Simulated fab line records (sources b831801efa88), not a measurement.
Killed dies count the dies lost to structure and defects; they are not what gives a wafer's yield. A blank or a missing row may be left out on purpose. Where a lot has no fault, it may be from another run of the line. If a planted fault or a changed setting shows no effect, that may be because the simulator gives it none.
Struck lot and sound lot, side by side	flow sky130	26 out of 708 route steps
Sound: these wafers, L505.2, L505.4, L505.5. Struck: wafers L490.1, L490.2. (L490.3 of the same lot was not struck and is left out.) The cause comes at the end.
Each step with rows lists, per side, the tool, then ch with its chambers, then its first start. Under that, the readings that differ: sound wafers	struck wafers	difference of the means	sigmas: that difference in standard deviations of wafers without a fault.
alike: readings with means less than 2 such deviations apart, plus words and numbers identical on both sides. not compared: withheld readings, readings lacking a value on some wafer, bounds such as >300 that could conceal the same value, and numbers that have no deviation in the record and whose values overlap.
A row with sigmas, a row that says differs or no value, or rows on one side alone: a step with any of these is where the two part. When numbers do not overlap yet have no deviation, they are printed without sigmas and do not part them. A reading missing from all wafers of one side parts the sides only when that side holds two or more wafers.

first, 6 steps without rows for these wafers: SKY_SD_N_IMPLANT_10; SKY_SD_N_STRIP_11 (strips in O2/N2); SKY_SD_N_CLEAN_13 (cleans in SC1/SC2, time 150 s); SKY_SD_N_RTA_14 (time 2 s); SKY_SALICIDE_CLEAN_00 (cleans in HF-last, time 30 s); SKY_LI_CONTACT_HDPCVD_00 (deposits PSG, target thk 930 nm, time 155 s).
SKY_LI_CONTACT_CMP_02: polishes PSG.
  sound on cmp-01 ch 1,2,3, day 34 19:05; struck on cmp-01 ch 1,3, day 30 15:49
reading	sound	struck	difference	sigmas
model.PSG_of_LI_CONTACT_HDPCVD_00.thk-nm (nm)	596.7 596.1 597.8	655.8 655.8	+58.9	
  alike: motor-current-A, slurry-flow-ml-min, time-to-endpoint-s
then, 9 steps without rows for these wafers: SKY_LI_CONTACT_DEHYDRATE_04 (time 60 s); SKY_LI_CONTACT_HMDS_05 (prime time 60 s); SKY_LI_CONTACT_COAT_06 (resist thk 60 nm); SKY_LI_CONTACT_COAT_07 (resist thk 450 nm); SKY_LI_CONTACT_SOFTBAKE_08 (time 90 s); SKY_LI_CONTACT_EXPOSE_09 (exposes mask LICM1, target cd 170 nm); SKY_LI_CONTACT_PEB_10; SKY_LI_CONTACT_DEVELOP_11 (develop time 60 s); SKY_LI_CONTACT_ETCH_14 (etches BARC in N2/H2, stops on SiO2, time 45.9 s, target depth 60 nm).
SKY_LI_CONTACT_ETCH_15: etches PSG in C4F8/O2/Ar, stops on Si, target depth 600 nm.
  sound on rie-diel-03 ch 0,1,2, day 35 22:37; struck on rie-diel-02 ch 2,3, day 31 20:22
reading	sound	struck	difference	sigmas
oes-product-au (a.u.)	0.836 0.833 0.845	0.885 0.882	+0.045	+10
model.LI_CONTACT.feature-depth-nm (nm)	596.7 596.1 597.8	655.8 655.8	+58.9	
model.etch.depth-nm (nm)	596.7 596.1 597.8	655.8 655.8	+58.9	
then, 6 steps without rows for these wafers: SKY_LI_CONTACT_STRIP_16 (strips in O2/N2); SKY_LI_CONTACT_CLEAN_17 (cleans in NMP, time 600 s); SKY_LI_CONTACT_PRE_CLEAN_18 (time 5.6 s); SKY_LI_CONTACT_SPUTTER_19 (material Ti, target thk 20 nm, time 106.37 s); SKY_LI_CONTACT_SPUTTER_20 (material TiN, target thk 20 nm, time 80 s); SKY_LI_CONTACT_CVD_21 (deposits W, target thk 400 nm, time 120.56 s).
SKY_LI_CONTACT_CMP_24: polishes, stops on PSG, t overpolish 20 s, target thk 0 nm.
  sound on cmp-01 ch 0,1,3, day 35 23:32; struck on cmp-02 ch 0,1, day 31 21:14
reading	sound	struck	difference	sigmas
model.PSG_of_LI_CONTACT_HDPCVD_00.thk-nm (nm)	587.3 586.7 588.4	646.3 646.3	+58.8	
  alike: motor-current-A, slurry-flow-ml-min
then, 1 step without rows for these wafers: SKY_LOCAL_INTERCONNECT_SPUTTER_00 (material TiN, target thk 100 nm, time 83.3 s).
-- the record jumps here: 16 days lie between the struck wafers' starts before and after (it left off in module LOCAL_INTERCONNECT and takes up again in module PAD_OPEN, whose first step shown is number 708 of the route) --
SKY_PAD_OPEN_PROBE_99:
  sound: prober-02 at day 50 14:25; struck: prober-01 at day 47 22:14
reading	sound	struck	difference	sigmas
model.etest.cap-li-to-poly.c-af-um2	96.67 97.86 99.13	86.37 84.27	-12.57	
model.etest.licon-ndiff.rc-ohm	176.8 189.1 188.8	192.3 194.3	+8.4	
model.etest.licon-poly.rc-ohm	155 147 153.2	161 160.9	+9	
model.etest.cap-li-to-well.c-af-um2	37.3 36.24 36.67	35.06 34.65	-1.88	
  alike: killed_at_M0_to_M3, killed_at_M4_up, killed-at-contacts, killed-at-front-end, killed-at-other, killed-dies, killed-open, killed-short
  not compared: model.etest.licon-pdiff.rc-ohm

## WHERE THEY PART
Only at SKY_LI_CONTACT_ETCH_15, within this record. Later steps at which nothing parts them and some readings are alike: SKY_LI_CONTACT_CMP_24, SKY_PAD_OPEN_PROBE_99.

WHY: the cause the simulator had injected
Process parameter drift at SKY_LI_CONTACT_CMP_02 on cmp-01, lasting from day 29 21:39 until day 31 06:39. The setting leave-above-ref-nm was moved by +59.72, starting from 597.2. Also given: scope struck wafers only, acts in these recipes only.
